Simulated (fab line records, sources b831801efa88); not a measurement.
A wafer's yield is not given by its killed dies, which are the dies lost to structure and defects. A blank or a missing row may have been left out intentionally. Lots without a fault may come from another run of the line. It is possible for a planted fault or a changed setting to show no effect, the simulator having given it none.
fab line records	flow sfqLine
record: lots: 6	wafers: 17	lastDay: 77
route steps=325 shown L0@12 L0V@16
lots with no fault: from the same line, run without faults
startH: the number of hours between the record's first day and the start of the first shown wafer of the lot	waitH: hours elapsed since this lot's preceding step	" repeats the value in the row above	L1.1+2: a single row standing in for several wafers	- no value present, or no start provided	* or withheld: withheld	< > ~ a bound
route shown NAME@n: names a module that has steps shown in the file, with the first one's number in the route	usual: the fault-free wafers' mean and standard deviation	same: alike in all rows	chamber/n: place in a boat	sites: per-site readings	_std_site: standard deviation across them	_edge_site: the outer-site mean with the inner-site mean subtracted	radiusMm: how far each site lies from the wafer's centre	mask NAME#n: copy n	behind: the tool/chamber that last shaped the wafer	hold: reason for holding the lot/hours on hold/outcome of the hold	device: the transistor (n, p or np) that didn't switch	end of line: the route-end tests of the same wafers	step lacking rows: just its recipe	killed: dies lost to structure and defects at the first sort, not the wafer's yield	map: the dies of a wafer, with x for killed, . for not killed, _ for no die there
set.NAME: the setting that was run; set.NAME@STEP: the one run at that earlier step	model.NAME: the simulator's own value behind a step, which no gauge read
lots at selected steps of the route; one table per step, one row per wafer
services: from which hour (startH, from the record's first day; less than 0 if before it) a tool's chamber was out of use, for how many hours, and why
== steps ==
step: SFQ_TRILAYER_L0_BARC_OPEN_METAL_ETCH_010
recipe: maskMaterial: PR	chemistry: O2	targetDepthNm: 125	target: BARC	icpW: 600	biasW: 80	pressureMtorr: 10	timeS: 41.7
usual: chamberPressureMTorr: 10.000/0.0087	drypumpMotorCurrentA: 5.7/0.41	oesProductAu: 0.686/0.0048
lot.wafer	tool	chamber	startH	waitH	chamberPressureMTorr	drypumpMotorCurrentA	oesProductAu	rfHoursCounterH
L153.3	rieMetal-04	1	94.06	0.1	10.002	5.8	0.690	-
L153.4	"	0	"	"	9.991	6.0	0.684	-
L153.5	"	0	"	"	10.002	6.0	0.676	-
L154.1	rieMetal-03	1	100.04	0.1	10.003	5.3	0.690	92
L154.2	"	0	"	"	10.010	5.1	0.687	101
L154.6	"	1	"	"	10.004	5.4	0.681	-
L159.1	rieMetal-04	1	128.84	0.1	10.005	5.9	0.683	88
L159.5	"	0	"	"	10.007	6.0	0.693	-
L161.2	rieMetal-02	0	140.74	0.1	9.994	6.4	0.677	192
L161.3	"	1	"	"	9.997	5.6	0.682	-
L161.6	"	1	"	"	10.021	5.6	0.693	-
L165.3	rieMetal-04	0	160.62	0.1	9.984	6.0	0.680	-
L165.4	"	0	"	"	9.998	6.0	0.683	-
L165.6	"	0	"	"	10.013	6.0	0.681	-
L168.1	rieMetal-03	0	177.38	0.1	9.994	5.1	0.688	114
L168.2	"	1	"	"	10.014	5.3	0.691	104
L168.3	"	1	"	"	9.997	5.3	0.688	-
step: SFQ_TRILAYER_L0_ETCH_METAL_ETCH_008
recipe: target: MoNx_KI	stopOn: SiO2	maskMaterial: PR	chemistry: SF6/O2	targetDepthNm: 50	icpW: 600	biasW: 80	pressureMtorr: 10	timeS: 25
usual: chamberPressureMTorr: 10.000/0.0085	drypumpMotorCurrentA: 5.7/0.41	oesProductAu: 0.871/0.0084
lot.wafer	tool	chamber	startH	waitH	chamberPressureMTorr	drypumpMotorCurrentA	oesProductAu	rfHoursCounterH
L153.3	rieMetal-04	1	94.12	0.0	10.012	5.8	0.874	-
L153.4	"	0	"	"	10.007	6.0	0.859	-
L153.5	"	0	"	"	10.008	6.0	0.873	-
L154.1	rieMetal-03	1	100.10	0.0	10.002	5.3	0.873	92
L154.2	"	0	"	"	10.011	5.1	0.871	101
L154.6	"	1	"	"	10.006	5.3	0.877	-
L159.1	rieMetal-04	1	128.90	0.0	9.994	5.9	0.880	88
L159.5	"	0	"	"	10.002	6.0	0.879	-
L161.2	rieMetal-02	0	140.80	0.0	10.005	6.4	0.880	193
L161.3	"	1	"	"	10.000	5.6	0.878	-
L161.6	"	1	"	"	9.997	5.6	0.867	-
L165.3	rieMetal-04	0	160.73	0.1	10.002	6.0	0.879	-
L165.4	"	0	"	"	9.994	6.0	0.849	-
L165.6	"	0	"	"	9.986	6.0	0.862	-
L168.1	rieMetal-03	0	177.44	0.0	9.997	5.1	0.882	114
L168.2	"	1	"	"	10.007	5.3	0.869	104
L168.3	"	1	"	"	10.008	5.3	0.869	-
step: SFQ_TRILAYER_L0_STRIP_STRIP_009
recipe: gas: O2	powerW: 200	platenTempC: 40	overashFraction: 0.65	chemistry: O2	pressureMtorr: 50
usual: chamberPressureMTorr: 50.00/0.049	drypumpMotorCurrentA: 5.7/0.41	oesProductAu: 1.007/0.0085
same: overashFraction: 0.65
lot.wafer	tool	chamber	startH	waitH	chamberPressureMTorr	drypumpMotorCurrentA	oesProductAu	rfHoursCounterH
L153.3	rieMetal-04	1	94.35	0.2	50.08	5.9	0.992	-
L153.4	"	0	"	"	49.94	6.0	1.006	-
L153.5	"	0	"	"	50.05	6.0	1.008	-
L154.1	rieMetal-03	1	100.15	0.0	49.93	5.3	1.008	92
L154.2	"	0	"	"	49.95	5.1	1.018	101
L154.6	"	1	"	"	50.08	5.3	0.996	-
L159.1	rieMetal-04	1	128.95	0.0	50.05	5.8	0.993	88
L159.5	"	0	"	"	50.01	6.0	1.003	-
L161.2	rieMetal-02	0	140.85	0.0	50.01	6.3	1.004	193
L161.3	"	1	"	"	49.98	5.6	0.999	-
L161.6	"	1	"	"	49.97	5.6	0.999	-
L165.3	rieMetal-04	0	161.19	0.4	50.07	6.0	1.014	-
L165.4	"	0	"	"	49.98	6.0	1.015	-
L165.6	"	0	"	"	49.96	6.0	1.006	-
L168.1	rieMetal-03	0	177.48	0.0	49.96	5.1	1.014	114
L168.2	"	1	"	"	50.04	5.3	1.008	104
L168.3	"	1	"	"	50.04	5.3	1.018	-
step: SFQ_TRILAYER_L0_STRIP_SOLV_CLEAN_010
recipe: chemistry: NMP	tempC: 70	timeS: 600
step: SFQ_TRILAYER_L0_CAP_PECVD_011
recipe: material: SiO2	tempC: 150	timeS: 13.333	pressureTorr: 2.4	rfW: 183.3	precursor: SiH4/N2O	targetThkNm: 60
usual: heaterPowerW: 82/14	showerheadVppV: 837/37	throttleValvePct: 24.7/1.1
lot.wafer	tool	chamber	startH	waitH	heaterPowerW	showerheadVppV	throttleValvePct
L153.3	pecvd-03	0	94.92	0.0	95	862	24.3
L153.4	"	0	"	"	94	872	24.3
L153.5	"	2	"	"	87	801	23.9
L154.1	pecvd-02	0	101.10	0.0	65	832	26.0
L154.2	"	1	"	"	48	786	27.1
L154.6	"	0	"	"	67	820	26.0
L159.1	pecvd-01	1	129.72	0.0	84	833	24.7
L159.5	"	1	"	"	87	832	25.0
L161.2	pecvd-02	1	141.64	0.0	52	790	26.7
L161.3	"	0	"	"	77	835	26.3
L161.6	"	2	"	"	104	791	25.9
L165.3	pecvd-01	2	162.16	0.0	89	848	23.3
L165.4	"	1	"	"	85	830	25.1
L165.6	"	0	"	"	70	886	24.8
L168.1	pecvd-03	2	178.26	0.0	90	796	23.8
L168.2	"	1	"	"	86	899	23.7
L168.3	"	0	"	"	90	859	24.6
step: SFQ_TRILAYER_L0_VIA_LITHO_COAT_018
recipe: resist: BARC	spinRpm: 3000	resistThkNm: 62
step: SFQ_TRILAYER_L0_VIA_LITHO_COAT_013
recipe: resist: KrF	spinRpm: 3000	resistThkNm: 650
step: SFQ_TRILAYER_L0_VIA_LITHO_SOFTBAKE_017
recipe: tempC: withheld	timeS: withheld	resist: KrF
step: SFQ_TRILAYER_L0_VIA_LITHO_EXPOSE_014
recipe: maskId: L0V	na: 0.6	sourceShape: conventional	sigmaOuter: 0.65	targetCdNm: 700	doseMj: 21.3
step: SFQ_TRILAYER_L0_VIA_LITHO_PEB_016
recipe: pebTempC: 115	pebTimeS: 60	resist: KrF
step: SFQ_TRILAYER_L0_VIA_LITHO_DEVELOP_015
recipe: timeS: 60	resist: KrF
step: SFQ_L0V_OVL_MEAS_903
usual: L0V_OVL: -2/6.1
lot.wafer	tool	chamber	startH	waitH	L0V_OVL[nm]
L153.3	overlay-01	-	145.55	0.1	-8
L153.4	"	-	"	"	0
L153.5	"	-	"	"	-5
L154.1	overlay-02	-	156.23	0.1	-9
L154.2	"	-	"	"	1
L154.6	"	-	"	"	10
L159.1	overlay-01	-	185.78	0.1	6
L159.5	"	-	"	"	7
L161.2	overlay-01	-	195.38	0.1	-9
L161.3	"	-	"	"	-4
L161.6	"	-	"	"	-10
L165.3	overlay-01	-	216.99	0.1	-8
L165.4	"	-	"	"	-3
L165.6	"	-	"	"	2
L168.1	overlay-01	-	238.58	0.1	2
L168.2	"	-	"	"	1
L168.3	"	-	"	"	8
step: SFQ_TRILAYER_L0_VIA_BARC_OPEN_VIA_ETCH_021
recipe: maskMaterial: PR	chemistry: O2	targetDepthNm: 125	target: BARC	sourceW: 500	biasW: 80	pressureMtorr: 30	timeS: 41.7
usual: chamberPressureMTorr: 30.001/0.027	drypumpMotorCurrentA: 5.86/0.25	oesProductAu: 0.685/0.0047
lot.wafer	tool	chamber	startH	waitH	chamberPressureMTorr	drypumpMotorCurrentA	oesProductAu	rfHoursCounterH	model.KrF_of_TRILAYER_L0_VIA_LITHO_COAT_013.thkNm
L153.3	rieDiel-03	0	145.58	0.0	30.028	5.96	0.682	119	573.8
L153.4	"	3	"	"	29.990	5.24	0.684	95	575.3
L153.5	"	1	"	"	29.966	6.09	0.689	-	576.5
L154.1	rieDiel-03	1	156.26	0.0	30.014	6.08	0.686	48	573.4
L154.2	"	2	"	"	29.981	5.95	0.684	134	572.2
L154.6	"	0	"	"	30.029	5.99	0.684	-	570.3
L159.1	rieDiel-03	0	185.81	0.0	30.009	5.98	0.693	120	579.9
L159.5	"	1	"	"	29.976	6.09	0.687	-	574
L161.2	rieDiel-03	2	195.41	0.0	30.003	5.92	0.689	135	573.9
L161.3	"	3	"	"	30.006	5.22	0.682	95	575.5
L161.6	"	3	"	"	29.967	5.22	0.689	-	581.7
L165.3	rieDiel-04	1	217.01	0.0	29.984	5.83	0.691	101	571.5
L165.4	"	3	"	"	30.006	5.78	0.674	100	574.9
L165.6	"	3	"	"	29.989	5.80	0.680	-	574.9
L168.1	rieDiel-02	3	238.61	0.0	29.961	5.80	0.684	133	575.5
L168.2	"	1	"	"	30.028	6.08	0.685	144	574.3
L168.3	"	0	"	"	30.008	6.00	0.693	31	575.4
step: SFQ_TRILAYER_L0_VIA_ETCH_VIA_ETCH_016
recipe: target: SiO2	stopOn: MoNx_KI	maskMaterial: PR	chemistry: CHF3	targetDepthNm: 80	sourceW: 500	biasW: 80	pressureMtorr: 30	timeS: withheld
usual: chamberPressureMTorr: 30.001/0.027	drypumpMotorCurrentA: 5.86/0.24	oesProductAu: 0.844/0.0083
lot.wafer	tool	chamber	startH	waitH	chamberPressureMTorr	drypumpMotorCurrentA	oesProductAu	model.KrF_of_TRILAYER_L0_VIA_LITHO_COAT_013.thkNm
L153.3	rieDiel-03	0	145.62	0.0	30.045	5.98	0.840	559.7
L153.4	"	3	"	"	29.995	5.24	0.848	562
L153.5	"	1	"	"	29.993	6.10	0.834	562.9
L154.1	rieDiel-03	1	156.30	0.0	29.991	6.08	0.823	559.9
L154.2	"	2	"	"	30.009	5.94	0.845	558.8
L154.6	"	0	"	"	30.026	6.01	0.841	556.2
L159.1	rieDiel-03	0	185.85	0.0	29.981	5.98	0.849	565.7
L159.5	"	1	"	"	29.978	6.11	0.842	560.4
L161.2	rieDiel-03	2	195.45	0.0	29.978	5.92	0.842	560.3
L161.3	"	3	"	"	30.007	5.21	0.843	562
L161.6	"	3	"	"	29.997	5.24	0.848	568.2
L165.3	rieDiel-04	1	217.05	0.0	30.030	5.82	0.842	557.8
L165.4	"	3	"	"	30.052	5.82	0.854	561.3
L165.6	"	3	"	"	29.991	5.83	0.854	561.5
L168.1	rieDiel-02	3	238.65	0.0	29.964	5.78	0.846	561.7
L168.2	"	1	"	"	30.016	6.14	0.838	560.4
L168.3	"	0	"	"	30.022	6.00	0.841	561.8
step: SFQ_TRILAYER_L0_VIA_STRIP_STRIP_017
recipe: gas: O2	powerW: 200	platenTempC: 40	overashFraction: 0.65	chemistry: O2	pressureMtorr: 50
usual: chamberPressureMTorr: 50.00/0.047	drypumpMotorCurrentA: 5.5/0.42	oesProductAu: 1.007/0.0083
same: overashFraction: 0.65
lot.wafer	tool	chamber	startH	waitH	chamberPressureMTorr	drypumpMotorCurrentA	oesProductAu	rfHoursCounterH
L153.3	rieMetal-04	0	146.06	-	49.97	6.0	1.014	-
L153.4	"	0	"	"	49.96	6.0	1.015	-
L153.5	"	0	"	"	49.90	6.0	1.020	-
L154.1	rieMetal-03	1	156.35	-	50.04	5.3	0.999	101
L154.2	"	0	"	"	49.94	5.1	1.008	111
L154.6	"	1	"	"	49.94	5.4	1.013	-
L159.1	rieMetal-03	0	185.90	-	49.99	5.1	1.011	116
L159.5	"	0	"	"	49.95	5.1	1.019	-
L161.2	rieMetal-01	1	195.50	-	50.02	5.9	1.011	12
L161.3	"	1	"	"	50.05	5.9	1.007	-
L161.6	"	1	"	"	49.95	5.8	1.012	-
L165.3	rieMetal-04	0	217.50	-	50.07	6.0	1.017	-
L165.4	"	0	"	"	50.03	6.0	1.001	-
L165.6	"	0	"	"	49.97	6.0	1.014	-
L168.1	rieMetal-01	1	238.70	-	50.06	5.9	0.999	20
L168.2	"	0	"	"	49.92	5.0	1.007	37
L168.3	"	1	"	"	50.02	5.9	1.003	-
== services ==
tool	chamber	startH	hours	kind
pecvd-01	-	73.62	2.8	pm
pecvd-01	-	76.37	28.1	pm
rieDiel-02	2	77.27	1.5	repair
rieDiel-04	1	84.93	4.7	repair
rieDiel-02	0	99.95	4.0	repair
pecvd-01	-	110.92	2.9	repair
pecvd-02	1	119.60	6.2	repair
rieDiel-03	1	124.81	1.5	repair
rieDiel-03	3	126.28	4.8	repair
rieDiel-03	-	133.67	2.8	pm
rieDiel-03	0	136.72	6.3	repair
pecvd-01	2	140.81	5.3	repair
rieMetal-04	1	142.19	118.9	repair
rieDiel-02	-	143.26	0.8	repair
rieMetal-03	-	144.03	2.8	pm
rieDiel-04	3	147.96	15.1	repair
pecvd-03	2	151.21	5.5	repair
pecvd-01	-	162.98	0.9	repair
pecvd-01	-	173.21	5.5	pm
rieDiel-02	0	175.24	19.9	repair
rieDiel-04	1	191.93	4.2	repair
rieMetal-04	-	196.31	0.7	repair
rieDiel-04	-	211.37	0.3	repair
rieMetal-02	-	231.02	1.4	pm
== key ==
firstSign none at tools or gauges
modelEffect: step: SFQ_TRILAYER_L0_VIA_BARC_OPEN_VIA_ETCH_021	value: KrF_of_TRILAYER_L0_VIA_LITHO_COAT_013.thkNm	without: 572.3	struck: 580.8
modelEffect: step: SFQ_TRILAYER_L0_VIA_ETCH_VIA_ETCH_016	value: KrF_of_TRILAYER_L0_VIA_LITHO_COAT_013.thkNm	without: 558.4	struck: 567
metAt SFQ_TRILAYER_L0_VIA_BARC_OPEN_VIA_ETCH_021
struckWafers L159.1,L161.6
onsetBetween 156.26 185.81
fault: kind: processParameterDrift	tool: rieDiel-03	chamber: -	onsetH: 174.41	steps: SFQ_TRILAYER_L0_VIA_BARC_OPEN_VIA_ETCH_021	channel: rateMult	offset: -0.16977	shape: step	endH: 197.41	scope: struckWafersOnly
